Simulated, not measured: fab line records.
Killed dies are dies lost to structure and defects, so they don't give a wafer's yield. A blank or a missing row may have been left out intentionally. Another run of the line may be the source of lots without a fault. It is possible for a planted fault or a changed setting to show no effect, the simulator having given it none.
Chamber matching ; flow sfqLine ; SFQ_TRILAYER_I6_CMP_CMP_166 on cmp-02: 4 sister chambers
The step polishes SiO2. 4 wafers are shown with their chamber, then 8 later ones without.

== WAFERS, EACH WITH ITS CHAMBER ==
wafer;chamber;motorCurrentA (A)
L870.1;2;8.2
L870.6;3;10.2
L873.5;1;8.9
L874.1;0;9.6

== WAFERS WITH NO CHAMBER GIVEN ==
wafer;motorCurrentA (A)
L874.2;10.7
L874.6;10.5
L877.4;10.4
L877.5;9.6
L877.6;10.7
L878.1;8.8
L878.5;10.4
L878.6;9.1

== EACH ONE'S CHAMBER ==
wafer;from the rows above;in truth
L874.2;can't be placed: 3 or 0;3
L874.6;can't be placed: 3 or 0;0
L877.4;can't be placed: 3 or 0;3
L877.5;can't be placed: 0 or 3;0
L877.6;can't be placed: 3 or 0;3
L878.1;can't be placed: 1 or 2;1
L878.5;can't be placed: 3 or 0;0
L878.6;can't be placed: 1 or 0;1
Correctly placed: 0 of 8. Can't be placed from these rows: 8 (the true chamber is among the candidates in 8). 0 placed wrongly.
How it was worked out, from the rows above alone: a wafer's distance from a chamber is the root of the sum, over the readings, of the square of ((its reading less the chamber's mean) divided by the reading's scatter). If the next closest chamber is less than 2 further off than the closest, the wafer can't be placed; otherwise it belongs to the closest. Each chamber's mean is taken over the wafers shown for it. The scatter (one wafer shown for each chamber): square how far every hidden wafer sits from the nearest shown wafer, average those squares and take the square root.
